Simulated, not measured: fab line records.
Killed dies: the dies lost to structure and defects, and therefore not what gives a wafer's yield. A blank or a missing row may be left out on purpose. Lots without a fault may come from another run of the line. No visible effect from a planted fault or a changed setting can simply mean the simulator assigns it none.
8D (eight disciplines) problem report, filled in by code | flow sky130 | the parts of the form that need people (team, actions taken, sign-off) are left out

1. THE ISSUE
VT_ADJUST_LVTN_TW at SKY_VT_ADJUST_LVTN_TW_MEAS_10 reads a mean of 217.8 on 4 wafers of 3 lots; wafers without a fault read 243.2 with a standard deviation of 1.2. Measured from the usual mean, that is -21 standard deviations.
First observed at day 8 19:28: wafer L524.6, on film-metro-01. At this step, 36 wafers from 13 lots have a number in the record. Rule for "out" (also "out of limits"): further than 4 standard deviations from the usual mean. The rest of the wafers with a number are treated as sound.

2. WHAT IT IS, AND WHAT IT ISN'T
question                    | is                             | is not
which readings at this step | VT_ADJUST_LVTN_TW              | -
which lots                  | L524, L526, L528               | L518, L519, L520, L521, L531, L533, L536, L537, L538, L539
which wafers of those lots  | L524.6, L526.4, L526.6, L528.6 | L524.2, L528.2
read on which gauges        | film-metro-01, film-metro-04   | film-metro-03
when                        | from day 8 19:28               | up to then (13 sound wafers); but 19 sound wafers of L528, L531, L533, L536, L537, L538, L539 came after

3. SUSPECTS, AND WHAT RULES EACH OUT
Counting: any tool at a process step up to the reading remains a suspect provided it ran every lot that is out. Sound lots after the first of them don't rule it out here, since some wafers of a struck lot are sound.
- ruled out: the gauge at SKY_VT_ADJUST_LVTN_TW_MEAS_10. 2 gauges (film-metro-01, film-metro-04) read the wafers that are out.
- implanter-01 at SKY_VT_ADJUST_LVTN_IMPLANT_08: kept. It ran every lot that is out, first L524 (day 8 19:14); its last sound lot up to then is L521 (day 7 19:50).
Left after counting: implanter-01 at SKY_VT_ADJUST_LVTN_IMPLANT_08.

4. THE CAUSE (what the simulator had put in)
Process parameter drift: implanter-01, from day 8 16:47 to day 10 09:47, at SKY_VT_ADJUST_LVTN_IMPLANT_08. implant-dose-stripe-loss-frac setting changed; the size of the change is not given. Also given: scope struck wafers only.
After counting, this tool was the only one left.

5. THE CHAIN OF EFFECTS, in route order
Each row: a reading where the mean over the struck wafers with a number is more than 3 standard deviations away from the usual. Readings are gone through only where the record gives a usual standard deviation; hours: the median, over the lots, of the time from a lot's start at the first step in this table giving one to that lot's start at this step; sigmas: the change measured in usual standard deviations.
hours | step                          | reading           | usual | on struck wafers | change | sigmas
0     | SKY_VT_ADJUST_LVTN_TW_MEAS_10 | VT_ADJUST_LVTN_TW | 243.2 | 217.8            | -25.4  | -21
At these later measuring or inspecting steps, every struck wafer for which the step has a row has a number for every such reading, and none has moved that far: SKY_GATE_OXIDE_TW_MEAS_14, SKY_RES_PROTECT_TW_MEAS_08.

6. WHAT WOULD HAVE CAUGHT IT SOONER
Counted from the fault's start at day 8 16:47, it took 3 hours until the first out-of-limits reading at a measuring or inspecting step in this record, taken at day 8 19:28.
An alarm limit of 4 standard deviations would not have fired on the tool readings at SKY_VT_ADJUST_LVTN_IMPLANT_08 for which the record gives a usual standard deviation, since none of them was out on any struck wafer.
Lots out: 3; of these, L526, L528 started SKY_VT_ADJUST_LVTN_IMPLANT_08 on implanter-01 after day 8 19:28. A hold on the tool at that time would have spared those 2.
